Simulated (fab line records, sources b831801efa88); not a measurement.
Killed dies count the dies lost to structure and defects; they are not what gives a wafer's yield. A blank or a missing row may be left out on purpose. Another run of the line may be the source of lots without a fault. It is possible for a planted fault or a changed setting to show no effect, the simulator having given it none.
Which of the tools did it? :: flow sky130 :: Sampling: 14 lots, 42 wafers, 6 of 708 route steps

== WHAT EACH GAUGE READ, for each wafer ==
The record holds no reading of a measuring or inspecting step that can be judged against a usual standard deviation.

== WHAT TOOL EACH LOT RAN ON (gives the tool, then ch and the chambers of the sampled wafers, and finally the start) ==
lot: L170
SKY_METAL2_DESCUM_17: rie_metal-03 ch 0,1, day 35 08:13
SKY_VIA2_ETCH_14: rie_diel-04 ch 1,2, day 36 11:13
SKY_VIA2_ETCH_15: rie_diel-04 ch 1,2, day 36 11:16
SKY_VIA2_STRIP_16: plasma_asher-04 ch 0,1, day 36 11:19
SKY_METAL3_SPUTTER_01: pvd_sputter-03, day 36 12:39
SKY_METAL3_SPUTTER_02: pvd_sputter-03, day 36 12:41

lot: L171
SKY_METAL2_DESCUM_17: rie_metal-02 ch 0, day 35 14:20
SKY_VIA2_ETCH_14: rie_diel-04 ch 2,3, day 36 18:01
SKY_VIA2_ETCH_15: rie_diel-04 ch 2,3, day 36 18:04
SKY_VIA2_STRIP_16: plasma_asher-01 ch 0,1, day 36 18:10
SKY_METAL3_SPUTTER_01: pvd_sputter-02, day 36 19:29
SKY_METAL3_SPUTTER_02: pvd_sputter-02, day 36 19:31

lot: L172
SKY_METAL2_DESCUM_17: rie_metal-02 ch 0, day 35 21:11
SKY_VIA2_ETCH_14: rie_diel-01 ch 0,1, day 37 00:48
SKY_VIA2_ETCH_15: rie_diel-01 ch 0,1, day 37 00:50
SKY_VIA2_STRIP_16: plasma_asher-04 ch 0,1, day 37 00:55
SKY_METAL3_SPUTTER_01: pvd_sputter-04, day 37 02:13
SKY_METAL3_SPUTTER_02: pvd_sputter-04, day 37 02:14

lot: L174
SKY_METAL2_DESCUM_17: rie_metal-03 ch 0,1, day 36 12:52
SKY_VIA2_ETCH_14: rie_diel-01 ch 1,2,3, day 37 16:39
SKY_VIA2_ETCH_15: rie_diel-01 ch 1,2,3, day 37 16:41
SKY_VIA2_STRIP_16: plasma_asher-04 ch 0,1, day 37 16:46
SKY_METAL3_SPUTTER_01: pvd_sputter-04, day 37 18:02
SKY_METAL3_SPUTTER_02: pvd_sputter-04, day 37 18:04

lot: L180
SKY_METAL2_DESCUM_17: rie_metal-03 ch 0, day 38 11:20
SKY_VIA2_ETCH_14: rie_diel-04 ch 0,1, day 39 13:46
SKY_VIA2_ETCH_15: rie_diel-04 ch 0,1, day 39 13:49
SKY_VIA2_STRIP_16: plasma_asher-01 ch 0,1, day 39 13:55
SKY_METAL3_SPUTTER_01: pvd_sputter-02, day 39 15:17
SKY_METAL3_SPUTTER_02: pvd_sputter-02, day 39 15:19

lot: L182
SKY_METAL2_DESCUM_17: rie_metal-03 ch 0, day 38 21:58
SKY_VIA2_ETCH_14: rie_diel-03 ch 1,2, day 40 00:07
SKY_VIA2_ETCH_15: rie_diel-03 ch 1,2, day 40 00:11
SKY_VIA2_STRIP_16: plasma_asher-01 ch 0,1, day 40 00:17
SKY_METAL3_SPUTTER_01: pvd_sputter-04, day 40 01:34
SKY_METAL3_SPUTTER_02: pvd_sputter-04, day 40 01:35

lot: L183
SKY_METAL2_DESCUM_17: rie_metal-02 ch 0,1, day 39 03:23
SKY_VIA2_ETCH_14: rie_diel-04 ch 0,1,3, day 40 05:28
SKY_VIA2_ETCH_15: rie_diel-04 ch 0,1,3, day 40 05:31
SKY_VIA2_STRIP_16: plasma_asher-04 ch 0,1, day 40 05:34
SKY_METAL3_SPUTTER_01: -
SKY_METAL3_SPUTTER_02: -

lot: L184
SKY_METAL2_DESCUM_17: rie_metal-01 ch 0,1, day 39 21:17
SKY_VIA2_ETCH_14: rie_diel-04 ch 1,2,3, day 40 22:54
SKY_VIA2_ETCH_15: rie_diel-04 ch 1,2,3, day 40 22:57
SKY_VIA2_STRIP_16: plasma_asher-02 ch 0,1, day 40 23:01
SKY_METAL3_SPUTTER_01: -
SKY_METAL3_SPUTTER_02: -

lot: L185
SKY_METAL2_DESCUM_17: rie_metal-01 ch 0,1, day 40 07:25
SKY_VIA2_ETCH_14: rie_diel-01 ch 1,2,3, day 41 09:27
SKY_VIA2_ETCH_15: rie_diel-01 ch 1,2,3, day 41 09:30
SKY_VIA2_STRIP_16: plasma_asher-02 ch 0,1, day 41 09:35
SKY_METAL3_SPUTTER_01: pvd_sputter-04, day 41 10:54
SKY_METAL3_SPUTTER_02: pvd_sputter-04, day 41 10:56

lot: L186
SKY_METAL2_DESCUM_17: rie_metal-03 ch 0,1, day 40 08:15
SKY_VIA2_ETCH_14: rie_diel-03 ch 0,1,3, day 41 10:01
SKY_VIA2_ETCH_15: rie_diel-03 ch 0,1,3, day 41 10:03
SKY_VIA2_STRIP_16: plasma_asher-04 ch 0,1, day 41 10:09
SKY_METAL3_SPUTTER_01: pvd_sputter-04, day 41 11:44
SKY_METAL3_SPUTTER_02: pvd_sputter-04, day 41 11:46

lot: L188
SKY_METAL2_DESCUM_17: rie_metal-02 ch 0,1, day 40 19:29
SKY_VIA2_ETCH_14: rie_diel-03 ch 0,1,2, day 41 21:09
SKY_VIA2_ETCH_15: rie_diel-03 ch 0,1,2, day 41 21:12
SKY_VIA2_STRIP_16: plasma_asher-02 ch 0,1, day 41 21:17
SKY_METAL3_SPUTTER_01: pvd_sputter-04, day 41 22:41
SKY_METAL3_SPUTTER_02: pvd_sputter-04, day 41 22:43

lot: L189
SKY_METAL2_DESCUM_17: rie_metal-03 ch 0,1, day 41 00:25
SKY_VIA2_ETCH_14: rie_diel-01 ch 0,2,3, day 42 01:19
SKY_VIA2_ETCH_15: rie_diel-01 ch 0,2,3, day 42 01:21
SKY_VIA2_STRIP_16: plasma_asher-01 ch 0,1, day 42 01:25
SKY_METAL3_SPUTTER_01: pvd_sputter-03, day 42 02:46
SKY_METAL3_SPUTTER_02: pvd_sputter-03, day 42 02:47

lot: L192
SKY_METAL2_DESCUM_17: rie_metal-02 ch 1, day 41 18:43
SKY_VIA2_ETCH_14: rie_diel-01 ch 1,2, day 42 19:46
SKY_VIA2_ETCH_15: rie_diel-01 ch 1,2, day 42 19:49
SKY_VIA2_STRIP_16: plasma_asher-02 ch 0,1, day 42 19:52
SKY_METAL3_SPUTTER_01: pvd_sputter-04, day 42 21:10
SKY_METAL3_SPUTTER_02: pvd_sputter-04, day 42 21:11

lot: L193
SKY_METAL2_DESCUM_17: rie_metal-01 ch 0,1, day 41 19:56
SKY_VIA2_ETCH_14: rie_diel-03 ch 0,2, day 42 20:17
SKY_VIA2_ETCH_15: rie_diel-03 ch 0,2, day 42 20:21
SKY_VIA2_STRIP_16: plasma_asher-02 ch 0,1, day 42 20:27
SKY_METAL3_SPUTTER_01: pvd_sputter-03, day 42 21:42
SKY_METAL3_SPUTTER_02: pvd_sputter-03, day 42 21:44
- SKY_METAL2_DESCUM_17: chemistry O2, time 8 s.
- SKY_VIA2_ETCH_14: etches BARC in N2/H2, stops on SiO2, time 45.9 s, target depth 60 nm.
- SKY_VIA2_ETCH_15: etches SiO2 in C4F8/O2/Ar, stops on TiN, target depth 546 nm, time 84 s.
- SKY_VIA2_STRIP_16: strips in O2/N2.
- SKY_METAL3_SPUTTER_01: material TiN, target thk 20 nm, time 16.7 s.
- SKY_METAL3_SPUTTER_02: material AlCu, target thk 735 nm, time 39.1 s.

== AS READ BY THE TOOLS THEMSELVES (means over the sampled wafers that have a number; for cases with no such wafer, the mark the record gives instead) ==
SKY_METAL2_DESCUM_17.
lot: L170
tool: rie_metal-03
drypump_motor_current_A (A): 5.9
oes_product_au (a.u.): 0.997

lot: L171
tool: rie_metal-02
drypump_motor_current_A (A): 6.7
oes_product_au (a.u.): 1.009

lot: L172
tool: rie_metal-02
drypump_motor_current_A (A): 6.7
oes_product_au (a.u.): 1.013

lot: L174
tool: rie_metal-03
drypump_motor_current_A (A): 5.9
oes_product_au (a.u.): 1.004

lot: L180
tool: rie_metal-03
drypump_motor_current_A (A): 6.1
oes_product_au (a.u.): 0.999

lot: L182
tool: rie_metal-03
drypump_motor_current_A (A): 6.1
oes_product_au (a.u.): 1.003

lot: L183
tool: rie_metal-02
drypump_motor_current_A (A): 6.2
oes_product_au (a.u.): 1.010

lot: L184
tool: rie_metal-01
drypump_motor_current_A (A): 5.5
oes_product_au (a.u.): 1.017

lot: L185
tool: rie_metal-01
drypump_motor_current_A (A): 5.6
oes_product_au (a.u.): 1.018

lot: L186
tool: rie_metal-03
drypump_motor_current_A (A): 5.6
oes_product_au (a.u.): 1.005

lot: L188
tool: rie_metal-02
drypump_motor_current_A (A): 5.8
oes_product_au (a.u.): 1.009

lot: L189
tool: rie_metal-03
drypump_motor_current_A (A): 5.9
oes_product_au (a.u.): 1.010

lot: L192
tool: rie_metal-02
drypump_motor_current_A (A): 5.3
oes_product_au (a.u.): 1.015

lot: L193
tool: rie_metal-01
drypump_motor_current_A (A): 5.9
oes_product_au (a.u.): 1.006

SKY_VIA2_ETCH_14.
lot: L170
tool: rie_diel-04
drypump_motor_current_A (A): 6.2
oes_product_au (a.u.): 0.859
run_length_s (s): 74.5
throttle_valve_pct (%): 13.231

lot: L171
tool: rie_diel-04
drypump_motor_current_A (A): 5.7
oes_product_au (a.u.): 0.854
run_length_s (s): 74.8
throttle_valve_pct (%): 13.231

lot: L172
tool: rie_diel-01
drypump_motor_current_A (A): 5.9
oes_product_au (a.u.): 0.856
run_length_s (s): 73.8
throttle_valve_pct (%): 13.227

lot: L174
tool: rie_diel-01
drypump_motor_current_A (A): 5.7
oes_product_au (a.u.): 0.853
run_length_s (s): 74.1
throttle_valve_pct (%): 13.222

lot: L180
tool: rie_diel-04
drypump_motor_current_A (A): 6.0
oes_product_au (a.u.): 0.851
run_length_s (s): 74.6
throttle_valve_pct (%): 13.219

lot: L182
tool: rie_diel-03
drypump_motor_current_A (A): 5.3
oes_product_au (a.u.): 0.856
run_length_s (s): 74.2
throttle_valve_pct (%): 13.221

lot: L183
tool: rie_diel-04
drypump_motor_current_A (A): 6.0
oes_product_au (a.u.): 0.995
run_length_s (s): 47.5
throttle_valve_pct (%): 13.240

lot: L184
tool: rie_diel-04
drypump_motor_current_A (A): 6.0
oes_product_au (a.u.): 1.004
run_length_s (s): 47.5
throttle_valve_pct (%): 13.242

lot: L185
tool: rie_diel-01
drypump_motor_current_A (A): 5.7
oes_product_au (a.u.): 0.855
run_length_s (s): 74.1
throttle_valve_pct (%): 13.231

lot: L186
tool: rie_diel-03
drypump_motor_current_A (A): 5.8
oes_product_au (a.u.): 0.861
run_length_s (s): 74.1
throttle_valve_pct (%): 13.233

lot: L188
tool: rie_diel-03
drypump_motor_current_A (A): 5.4
oes_product_au (a.u.): 0.857
run_length_s (s): 74.2
throttle_valve_pct (%): 13.225

lot: L189
tool: rie_diel-01
drypump_motor_current_A (A): 5.8
oes_product_au (a.u.): 0.861
run_length_s (s): 74.2
throttle_valve_pct (%): 13.236

lot: L192
tool: rie_diel-01
drypump_motor_current_A (A): 5.8
oes_product_au (a.u.): 0.853
run_length_s (s): 73.7
throttle_valve_pct (%): 13.228

lot: L193
tool: rie_diel-03
drypump_motor_current_A (A): 5.5
oes_product_au (a.u.): 0.855
run_length_s (s): 74.0
throttle_valve_pct (%): 13.229

SKY_VIA2_ETCH_15.
lot: L170
tool: rie_diel-04
oes_product_au (a.u.): 0.937
run_length_s (s): 112.8

lot: L171
tool: rie_diel-04
oes_product_au (a.u.): 0.933
run_length_s (s): 113.0

lot: L172
tool: rie_diel-01
oes_product_au (a.u.): 0.941
run_length_s (s): 112.0

lot: L174
tool: rie_diel-01
oes_product_au (a.u.): 0.937
run_length_s (s): 112.3

lot: L180
tool: rie_diel-04
oes_product_au (a.u.): 0.940
run_length_s (s): 112.6

lot: L182
tool: rie_diel-03
oes_product_au (a.u.): 0.941
run_length_s (s): 112.2

lot: L183
tool: rie_diel-04
oes_product_au (a.u.): 0.375
run_length_s (s): 112.7

lot: L184
tool: rie_diel-04
oes_product_au (a.u.): 0.371
run_length_s (s): 112.9

lot: L185
tool: rie_diel-01
oes_product_au (a.u.): 0.943
run_length_s (s): 112.6

lot: L186
tool: rie_diel-03
oes_product_au (a.u.): 0.939
run_length_s (s): 112.5

lot: L188
tool: rie_diel-03
oes_product_au (a.u.): 0.939
run_length_s (s): 112.2

lot: L189
tool: rie_diel-01
oes_product_au (a.u.): 0.947
run_length_s (s): 112.3

lot: L192
tool: rie_diel-01
oes_product_au (a.u.): 0.939
run_length_s (s): 112.0

lot: L193
tool: rie_diel-03
oes_product_au (a.u.): 0.942
run_length_s (s): 112.2

SKY_VIA2_STRIP_16.
lot: L170
tool: plasma_asher-04
drypump_motor_current_A (A): 5.1
oes_product_au (a.u.): 0.402
strip_time_to_endpoint_s (s): 4.059

lot: L171
tool: plasma_asher-01
drypump_motor_current_A (A): 5.7
oes_product_au (a.u.): 0.398
strip_time_to_endpoint_s (s): 4.041

lot: L172
tool: plasma_asher-04
drypump_motor_current_A (A): 5.1
oes_product_au (a.u.): 0.397
strip_time_to_endpoint_s (s): 4.051

lot: L174
tool: plasma_asher-04
drypump_motor_current_A (A): 5.1
oes_product_au (a.u.): 0.399
strip_time_to_endpoint_s (s): 4.057

lot: L180
tool: plasma_asher-01
drypump_motor_current_A (A): 5.8
oes_product_au (a.u.): 0.398
strip_time_to_endpoint_s (s): 4.046

lot: L182
tool: plasma_asher-01
drypump_motor_current_A (A): 5.7
oes_product_au (a.u.): 0.396
strip_time_to_endpoint_s (s): 4.044

lot: L183
tool: plasma_asher-04
drypump_motor_current_A (A): 5.1
oes_product_au (a.u.): 0.407
strip_time_to_endpoint_s (s): 4.317

lot: L184
tool: plasma_asher-02
drypump_motor_current_A (A): 6.3
oes_product_au (a.u.): 0.413
strip_time_to_endpoint_s (s): 4.325

lot: L185
tool: plasma_asher-02
drypump_motor_current_A (A): 6.2
oes_product_au (a.u.): 0.397
strip_time_to_endpoint_s (s): 4.065

lot: L186
tool: plasma_asher-04
drypump_motor_current_A (A): 5.1
oes_product_au (a.u.): 0.396
strip_time_to_endpoint_s (s): 4.042

lot: L188
tool: plasma_asher-02
drypump_motor_current_A (A): 6.2
oes_product_au (a.u.): 0.400
strip_time_to_endpoint_s (s): 4.062

lot: L189
tool: plasma_asher-01
drypump_motor_current_A (A): 5.7
oes_product_au (a.u.): 0.399
strip_time_to_endpoint_s (s): 4.086

lot: L192
tool: plasma_asher-02
drypump_motor_current_A (A): 6.2
oes_product_au (a.u.): 0.396
strip_time_to_endpoint_s (s): 4.024

lot: L193
tool: plasma_asher-02
drypump_motor_current_A (A): 6.2
oes_product_au (a.u.): 0.398
strip_time_to_endpoint_s (s): 4.066

SKY_METAL3_SPUTTER_01.
lot: L170
tool: pvd_sputter-03
throttle_valve_pct (%): 31.8

lot: L171
tool: pvd_sputter-02
throttle_valve_pct (%): 30.6

lot: L172
tool: pvd_sputter-04
throttle_valve_pct (%): 30.2

lot: L174
tool: pvd_sputter-04
throttle_valve_pct (%): 30.1

lot: L180
tool: pvd_sputter-02
throttle_valve_pct (%): 31.3

lot: L182
tool: pvd_sputter-04
throttle_valve_pct (%): 30.2

lot: L185
tool: pvd_sputter-04
throttle_valve_pct (%): 29.7

lot: L186
tool: pvd_sputter-04
throttle_valve_pct (%): 30.8

lot: L188
tool: pvd_sputter-04
throttle_valve_pct (%): 30.7

lot: L189
tool: pvd_sputter-03
throttle_valve_pct (%): 30.0

lot: L192
tool: pvd_sputter-04
throttle_valve_pct (%): 30.1

lot: L193
tool: pvd_sputter-03
throttle_valve_pct (%): 31.3

SKY_METAL3_SPUTTER_02.
lot: L170
tool: pvd_sputter-03
throttle_valve_pct (%): 31.8

lot: L171
tool: pvd_sputter-02
throttle_valve_pct (%): 30.8

lot: L172
tool: pvd_sputter-04
throttle_valve_pct (%): 30.2

lot: L174
tool: pvd_sputter-04
throttle_valve_pct (%): 30.1

lot: L180
tool: pvd_sputter-02
throttle_valve_pct (%): 31.2

lot: L182
tool: pvd_sputter-04
throttle_valve_pct (%): 30.1

lot: L185
tool: pvd_sputter-04
throttle_valve_pct (%): 29.7

lot: L186
tool: pvd_sputter-04
throttle_valve_pct (%): 30.9

lot: L188
tool: pvd_sputter-04
throttle_valve_pct (%): 30.9

lot: L189
tool: pvd_sputter-03
throttle_valve_pct (%): 30.0

lot: L192
tool: pvd_sputter-04
throttle_valve_pct (%): 30.1

lot: L193
tool: pvd_sputter-03
throttle_valve_pct (%): 31.1

== THE ANSWER, worked out from the rows above alone ==
Rule: the usual values come from the lots themselves. Put in order of their means at a reading, lots are off if they are a third of the lots or fewer, leave a main group of 4 or more, and stand apart from it by a gap of 3 or more times the standard deviation of the main group's means; of several such gaps the widest counts. A main group is skipped when, at the precision printed for the reading in the tables above, its means are all equal. A lot without any number at a reading at which 4 lots or more have one is off too. All remaining lots with rows at the step are treated as sound. The gauges are gone through in route order, then the tools' own readings, and for those a lot's mean is taken as printed above. At the first step where some lot is off, the reading lying furthest off is the one used; lots without a number count as furthest.
Off: L183, L184, at SKY_VIA2_ETCH_14 (run_length_s). Mean 74.2 s and standard deviation 0.3 in the main group.
A tool fits if, at that step or a process step before it, it ran every lot that is off, and no sound lot after the first of them. One fits: rie_diel-04 at SKY_VIA2_ETCH_14. Its last sound lot is L180 (day 39 13:46), its first lot that is off L183 (day 40 05:28): a fault that began between those two fits.
The tool's own readings at SKY_VIA2_ETCH_14 bear it out: on the lots that are off they differ by more than 5 times the standard deviation of the sound lots' means. oes_product_au reads 1.000 a.u. there against 0.856 a.u. on the sound lots; run_length_s reads 47.5 s there against 74.2 s on the sound lots.

== WHAT WAS PUT IN BY THE SIMULATOR ==
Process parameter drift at SKY_VIA2_ETCH_14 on rie_diel-04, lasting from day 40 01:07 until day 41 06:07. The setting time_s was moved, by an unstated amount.
Shown lots that were struck: L183, L184. This agrees with what the rule above found.
